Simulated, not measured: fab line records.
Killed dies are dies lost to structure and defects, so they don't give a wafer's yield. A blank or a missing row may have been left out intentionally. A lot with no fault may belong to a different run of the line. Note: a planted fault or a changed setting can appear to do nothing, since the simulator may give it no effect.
Which of the tools did it? | flow gf180mcu | 14 lots with 42 wafers sampled at 5 steps, on a route of 602 steps

WHAT THE GAUGES SHOWED, per wafer
GF_HV_LDD_THK_MEAS_57.
lot  | measured     | on           | HV_LDD_CVD_56_THK (nm)
L880 | day 12 11:25 | filmMetro-03 | 89.6 89.7 89.7
L881 | day 12 17:49 | filmMetro-04 | 89.8 90.4 90.2
L884 | day 13 17:56 | filmMetro-02 | 89.4 89.1 89.5
L885 | day 14 07:25 | filmMetro-03 | 90.5 90.5 91.0
L888 | day 15 06:37 | filmMetro-04 | 89.6 89.9 89.4
L889 | day 15 10:52 | filmMetro-02 | 90.3 89.7 90.1
L890 | day 16 03:37 | filmMetro-03 | 89.7 89.2 89.0
L892 | day 16 11:19 | filmMetro-04 | 89.9 89.6 89.5
L893 | day 16 19:01 | filmMetro-04 | 90.7 89.9 90.2
L896 | day 17 18:43 | filmMetro-02 | 89.7 89.9 89.5
L898 | day 18 10:37 | filmMetro-03 | 90.3 90.9 90.4
L901 | day 19 14:29 | filmMetro-02 | 90.6 91.2 90.8
L902 | day 20 01:58 | filmMetro-03 | 90.8 91.1 90.9
L903 | day 20 04:28 | filmMetro-03 | 92.6 91.9 92.2

GF_NSD_CD_MEAS_07: the cd target is 400 nm.
lot  | measured     | on       | cdNm (nm)
L880 | day 13 07:40 | cdSem-01 | 403.0 402.1 402.0
L881 | day 13 12:59 | cdSem-02 | 399.9 401.7 401.5
L884 | day 14 14:19 | cdSem-01 | 399.4 399.8 399.9
L885 | day 15 04:55 | cdSem-01 | 402.9 403.4 405.2
L888 | day 16 04:29 | cdSem-02 | 396.9 398.7 398.2
L889 | day 16 08:46 | cdSem-01 | 402.5 403.1 401.4
L890 | day 17 02:37 | cdSem-02 | 402.1 401.5 403.4
L892 | day 17 10:20 | cdSem-01 | 398.1 401.7 401.0
L893 | day 17 18:25 | cdSem-02 | 397.1 397.7 398.9
L896 | day 18 18:23 | cdSem-02 | 397.7 397.0 396.8
L898 | day 19 10:40 | cdSem-02 | 394.3 393.4 394.8
L901 | day 20 14:41 | cdSem-02 | 391.3 392.8 392.7
L902 | day 21 02:19 | cdSem-02 | 398.7 399.6 398.9
L903 | day 21 04:10 | cdSem-02 | 397.7 395.2 398.1

GF_PSD_TW_MEAS_11.
lot  | measured     | on           | PSD_TW
L880 | day 14 05:19 | filmMetro-01 | 3166 3141 3145
L881 | day 14 10:06 | filmMetro-04 | 3188 3185 3207
L884 | day 15 12:25 | filmMetro-02 | 3196 3187 3202
L885 | day 16 03:21 | filmMetro-01 | 3140 3132 3151
L888 | day 17 04:28 | filmMetro-04 | 3190 3198 3197
L889 | day 17 09:02 | filmMetro-01 | 3162 3141 3145
L890 | day 18 02:20 | filmMetro-01 | 3160 3156 3146
L892 | day 18 11:09 | filmMetro-01 | 3164 3156 3144
L893 | day 18 19:06 | filmMetro-02 | 3200 3213 3195
L896 | day 19 18:50 | filmMetro-01 | 3164 3178 3179
L898 | day 20 11:53 | filmMetro-01 | 3176 3173 3178
L901 | day 21 15:36 | filmMetro-01 | 3174 3180 3181
L902 | day 22 02:24 | filmMetro-01 | 3148 3136 3146
L903 | day 22 04:38 | filmMetro-01 | 3139 3137 3128

EACH LOT AND THE TOOL THAT RAN IT (in order: tool; ch and the chambers of the sampled wafers; start)
lot  | GF_HV_LDD_STRIP_49                  | GF_NSD_EXPOSE_04
L880 | plasmaAsher-01 ch 0,1, day 12 08:30 | ilineStepper-02 ch 0, day 12 21:35
L881 | plasmaAsher-03 ch 0,1, day 12 14:53 | ilineStepper-02 ch 0, day 13 03:34
L884 | plasmaAsher-02 ch 0,1, day 13 14:25 | ilineStepper-02 ch 0, day 14 04:25
L885 | plasmaAsher-01 ch 0,1, day 14 04:30 | ilineStepper-02 ch 0, day 14 18:10
L888 | plasmaAsher-03 ch 0,1, day 15 03:42 | ilineStepper-02 ch 0, day 15 17:37
L889 | plasmaAsher-03 ch 0,1, day 15 07:58 | ilineStepper-01 ch 0, day 15 22:16
L890 | plasmaAsher-01 ch 0,1, day 16 00:44 | ilineStepper-02 ch 0, day 16 14:38
L892 | plasmaAsher-02 ch 0,1, day 16 08:23 | ilineStepper-02 ch 0, day 16 22:47
L893 | plasmaAsher-03 ch 0,1, day 16 16:07 | ilineStepper-01 ch 0, day 17 06:41
L896 | plasmaAsher-02 ch 0, day 17 15:49   | ilineStepper-02 ch 0, day 18 06:46
L898 | plasmaAsher-02 ch 0,1, day 18 07:41 | ilineStepper-02 ch 0, day 18 22:28
L901 | plasmaAsher-02 ch 0,1, day 19 11:35 | ilineStepper-02 ch 0, day 20 02:49
L902 | plasmaAsher-03 ch 0,1, day 19 23:03 | ilineStepper-01 ch 0, day 20 14:27
L903 | plasmaAsher-02 ch 0,1, day 20 01:12 | ilineStepper-02 ch 0, day 20 16:20
- GF_HV_LDD_STRIP_49: strips in O2/N2.
- GF_NSD_EXPOSE_04: exposes mask Nplus, target cd 400 nm.

AS READ BY THE TOOLS THEMSELVES (means over the sampled wafers that have a number; for cases with no such wafer, the mark the record gives instead)
GF_HV_LDD_STRIP_49.
lot  | tool           | drypumpMotorCurrentA (A) | heaterPowerW (W) | n2FlowSccm (sccm) | oesProductAu (a.u.) | stripTimeToEndpointS (s)
L880 | plasmaAsher-01 | 5.95                     | 344              | 300.0             | 0.719               | 12.634
L881 | plasmaAsher-03 | 5.93                     | 332              | 299.5             | 0.711               | 12.621
L884 | plasmaAsher-02 | 5.77                     | 337              | 299.1             | 0.716               | 12.605
L885 | plasmaAsher-01 | 5.93                     | 339              | 299.6             | 0.720               | 12.587
L888 | plasmaAsher-03 | 6.03                     | 335              | 298.7             | 0.718               | 12.596
L889 | plasmaAsher-03 | 6.06                     | 339              | 300.0             | 0.713               | 12.609
L890 | plasmaAsher-01 | 5.92                     | 346              | 299.9             | 0.717               | 12.627
L892 | plasmaAsher-02 | 5.75                     | 332              | 299.7             | 0.714               | 12.630
L893 | plasmaAsher-03 | 5.93                     | 330              | 300.4             | 0.719               | 12.611
L896 | plasmaAsher-02 | 5.59                     | 347              | 300.4             | 0.717               | 12.677
L898 | plasmaAsher-02 | 5.75                     | 337              | 299.8             | 0.711               | 12.600
L901 | plasmaAsher-02 | 5.76                     | 333              | 300.1             | 0.714               | 12.644
L902 | plasmaAsher-03 | 5.92                     | 326              | 299.8             | 0.709               | 12.602
L903 | plasmaAsher-02 | 5.76                     | 337              | 301.2             | 0.721               | 12.612

GF_NSD_EXPOSE_04.
lot  | tool            | exposureDoseMJCm2
L880 | ilineStepper-02 | 139.91
L881 | ilineStepper-02 | 140.11
L884 | ilineStepper-02 | 140.19
L885 | ilineStepper-02 | 140.03
L888 | ilineStepper-02 | 140.18
L889 | ilineStepper-01 | 139.94
L890 | ilineStepper-02 | 140.00
L892 | ilineStepper-02 | 140.02
L893 | ilineStepper-01 | 140.05
L896 | ilineStepper-02 | 140.04
L898 | ilineStepper-02 | 135.81
L901 | ilineStepper-02 | 136.49
L902 | ilineStepper-01 | 139.80
L903 | ilineStepper-02 | 137.44

THE ANSWER, worked out from the rows above alone
Rule: what is usual is taken from the lots themselves. Put in order of their means at a reading, lots are off if they are a third of the lots or fewer, leave a main group of 4 or more, and stand apart from it by a gap of 3 or more times the standard deviation of the main group's means; of several such gaps the widest counts. The tables above print the reading to a certain number of digits; a main group whose means all agree to those digits is not used. A lot without any number at a reading at which 4 lots or more have one is off too. Any other lot the step has rows for is counted as sound. Order of review: gauges by route order, followed by the tools' own readings, for which a lot's mean as printed above is used. At the first step where some lot is off, the reading lying furthest off is the one used; lots without a number count as furthest.
Off at GF_NSD_EXPOSE_04 (exposureDoseMJCm2): L898, L901, L903. The main group has a mean of 140.02 with a standard deviation of 0.11.
If a tool, at that step or one of the process steps before it, ran each lot that is off and ran no sound lot following the first of them, it fits. Undecided on this evidence; 2 tools fit (plasmaAsher-02 at GF_HV_LDD_STRIP_49, ilineStepper-02 at GF_NSD_EXPOSE_04).

WHAT THE SIMULATOR PUT IN
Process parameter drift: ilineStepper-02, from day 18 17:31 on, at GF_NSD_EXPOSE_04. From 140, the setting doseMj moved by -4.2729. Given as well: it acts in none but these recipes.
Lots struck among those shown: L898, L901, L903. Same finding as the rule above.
